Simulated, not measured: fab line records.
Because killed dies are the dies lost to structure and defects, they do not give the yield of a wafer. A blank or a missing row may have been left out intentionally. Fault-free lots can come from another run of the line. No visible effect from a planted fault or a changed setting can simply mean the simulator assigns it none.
2 desks, one fault	flow sky130	each desk has only its own numbers; what lay behind them comes last

== AT THE METROLOGY DESK ==
What the gauges read for every lot (on any tool): the sampled wafers with a number, averaged. A lot is out of limits, marked OUT, if its mean lies more than 4 standard deviations from the usual mean; the brackets give that distance.
Columns: A = CONTACT_W_RS at SKY_CONTACT_RS_MEAS_25, usual 0.336 ohm/sq; B = CONTACT_W_THK at SKY_CONTACT_THK_MEAS_26, usual 344 nm; C = METAL1_ALCU_RS at SKY_METAL1_RS_MEAS_05, usual 0.1263 ohm/sq
lot	first seen here	A	B	C
L672	day 32 01:28	0.338	339	0.1277
L674	day 33 01:56	0.333	346	0.1271
L675	day 33 06:53	0.338	339	0.1264
L677	day 34 00:25	0.337	345	0.1259
L678	day 34 01:41	0.330	348	0.1263
L681	day 35 13:05	0.450 (+18) OUT	274 (-10) OUT	0.1263
L684	day 35 22:14	0.440 (+17) OUT	274 (-9.9) OUT	0.1275
L682	day 35 22:50	0.435 (+16) OUT	279 (-9.3) OUT	0.1249
L688	day 37 02:48	0.329	356	0.1243
L693	day 38 17:02	0.337	340	0.1271
L694	day 38 19:24	0.332	352	0.1264
This desk finds L681, L682, L684 out of limits, with the earliest case on L681 at day 35 13:05 (CONTACT_W_RS at SKY_CONTACT_RS_MEAS_25). In limits: L672, L674, L675, L677, L678, L688, L693, L694.

== TOOL OWNER'S DESK, cvd w-02 ==
The tool's own readings at SKY_CONTACT_CVD_24 (deposits W, target thk 340 nm, time 102.12 s): means of the sampled wafers that have a number, for each lot that ran on this tool. A lot is out of limits, marked OUT, if its mean lies more than 4 standard deviations from the usual mean; the brackets give that distance.
Columns: A = heater power w at SKY_CONTACT_CVD_24, usual 813 W
lot	first seen here	A
L672	day 32 01:22	799
L675	day 33 06:46	868
L677	day 34 00:17	870
L681	day 35 12:57	854
L684	day 35 22:07	854
L682	day 35 22:42	909
Finding of this desk: none of the 6 lots has anything out of limits.

== ALL TOGETHER ==
At day 35 13:05 the metrology desk could have sounded an alarm, on L681, L682, L684.
The tool owner's desk saw nothing out of limits.
On record at the tool owner's desk: L681, L682, L684, within its limits.
All the named lots went through SKY_CONTACT_CVD_24 on cvd w-02.

== WHAT THE SIMULATOR PUT IN ==
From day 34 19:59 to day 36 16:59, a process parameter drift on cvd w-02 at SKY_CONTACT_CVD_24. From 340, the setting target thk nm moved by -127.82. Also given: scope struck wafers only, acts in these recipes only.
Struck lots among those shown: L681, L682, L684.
Time in hours between the start of the fault and the first out-of-limits reading at each desk: metrology desk, 17.
